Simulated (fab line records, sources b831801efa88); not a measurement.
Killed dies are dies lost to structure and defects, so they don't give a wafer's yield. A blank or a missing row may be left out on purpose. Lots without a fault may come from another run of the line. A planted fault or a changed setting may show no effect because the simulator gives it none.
Which tool did it? | flow sky130 | 14 lots, 42 wafers sampled, at 2 steps of a route of 708

WHAT THE GAUGES READ, wafer by wafer
The record holds no reading of a measuring or inspecting step that can be judged against a usual standard deviation.

WHICH TOOL RAN EACH LOT (tool, then ch and the chambers of the sampled wafers, then the start)
lot  | SKY_VIA1_CMP_24               | SKY_PAD_OPEN_PROBE_99
L477 | cmp-02 ch 1,2,3, day 33 18:06 | -
L478 | cmp-01 ch 1,3, day 33 20:53   | -
L483 | cmp-01 ch 1,2,3, day 35 21:44 | -
L487 | cmp-02 ch 0,2,3, day 37 04:27 | -
L488 | cmp-02 ch 0,2,3, day 37 11:20 | -
L491 | cmp-01 ch 0,1,2, day 38 13:19 | prober-02, day 49 05:37
L490 | cmp-01 ch 0,1,3, day 38 15:23 | prober-01, day 49 05:51
L492 | cmp-01 ch 0,1,2, day 38 20:34 | prober-02, day 49 11:40
L495 | cmp-02 ch 0,1,2, day 39 21:28 | -
L496 | cmp-02 ch 1,3, day 39 23:20   | prober-02, day 50 05:13
L497 | cmp-01 ch 0,3, day 40 06:22   | -
L498 | cmp-01 ch 0,1,2, day 40 14:01 | -
L499 | cmp-02 ch 0,1, day 40 22:58   | -
L500 | cmp-02 ch 0,1,2, day 41 02:35 | -
- SKY_VIA1_CMP_24: polishes, stops on SiO2, t overpolish 15 s, target thk 0 nm.
- SKY_PAD_OPEN_PROBE_99

WHAT THE TOOLS THEMSELVES READ (means of the sampled wafers that have a number; where no wafer has one, the mark that the record gives instead)
SKY_VIA1_CMP_24.
lot  | tool   | motor_current_A (A) | overpolish_run_s (s) | platen_rpm (rpm) | time_to_endpoint_s (s)
L477 | cmp-02 | 10.8                | 14.992               | 59.97            | 68.5
L478 | cmp-01 | 10.6                | 15.007               | 60.01            | 66.3
L483 | cmp-01 | 10.9                | 14.998               | 59.99            | 63.6
L487 | cmp-02 | 11.6                | 15.001               | 60.01            | 45.8
L488 | cmp-02 | 11.7                | 14.993               | 59.97            | 55.1
L491 | cmp-01 | 10.2                | 15.000               | 59.97            | 67.8
L490 | cmp-01 | 10.0                | 14.998               | 60.01            | 65.5
L492 | cmp-01 | 10.1                | 15.000               | 60.04            | 68.8
L495 | cmp-02 | 11.7                | 15.004               | 59.99            | 66.4
L496 | cmp-02 | 10.7                | 14.996               | 60.02            | 62.6
L497 | cmp-01 | 9.2                 | 15.008               | 59.97            | 65.0
L498 | cmp-01 | 10.3                | 14.994               | 60.00            | 65.0
L499 | cmp-02 | 12.0                | 14.994               | 60.05            | 61.7
L500 | cmp-02 | 11.2                | 14.999               | 60.04            | 63.4

SKY_PAD_OPEN_PROBE_99.
lot  | tool      | defect_limited_yield (%) | killed_at_M0_to_M3 | killed_at_M4_up | killed_at_contacts | killed_at_front_end | killed_at_other | killed_dies | killed_open | killed_short | sort_bin_3_pad_short (%) | sort_bin_5_function (%) | sort_bin_6_memory (%) | sort_n_pass | sort_yield_pct (%)
L491 | prober-02 | 82.8                     | 51                 | 4.0             | 20                 | 9                   | 0.7             | 85          | 44          | 40           | 0.6                      | 10.2                    | 6.4                   | 407         | 82.8
L490 | prober-01 | 81.7                     | 50                 | 2.0             | 21                 | 17                  | 0.0             | 90          | 55          | 35           | 0.2                      | 10.4                    | 7.7                   | 402         | 81.7
L492 | prober-02 | 82.7                     | 45                 | 2.7             | 24                 | 14                  | 0.0             | 85          | 41          | 44           | 1.0                      | 10.2                    | 6.2                   | 407         | 82.7
L496 | prober-02 | 82.5                     | 45                 | 3.3             | 22                 | 16                  | 0.3             | 86          | 48          | 38           | 0.8                      | 10.1                    | 6.6                   | 406         | 82.5

THE ANSWER, worked out from the rows above alone
Rule: what is usual is taken from the lots themselves. Put in order of their means at a reading, lots are off if they are a third of the lots or fewer, leave a main group of 4 or more, and stand apart from it by a gap of 3 or more times the standard deviation of the main group's means; of several such gaps the widest counts. A main group whose means are all the same, to the digits that the tables above print for the reading, isn't used. A lot without any number at a reading at which 4 lots or more have one is off too. The other lots that the step has rows for count as sound. The gauges are gone through in route order, then the tools' own readings, and for those a lot's mean is taken as printed above. The first step at which some lot is off is used, and at that step the reading that is off furthest; a lot without a number counts as furthest.
Off: L487, L488, at SKY_VIA1_CMP_24 (time_to_endpoint_s). The main group: mean 65.4 s, standard deviation 2.2.
A tool fits if, at that step or a process step before it, it ran every lot that is off, and no sound lot after the first of them. None of those tried fits.

WHAT THE SIMULATOR HAD PUT IN
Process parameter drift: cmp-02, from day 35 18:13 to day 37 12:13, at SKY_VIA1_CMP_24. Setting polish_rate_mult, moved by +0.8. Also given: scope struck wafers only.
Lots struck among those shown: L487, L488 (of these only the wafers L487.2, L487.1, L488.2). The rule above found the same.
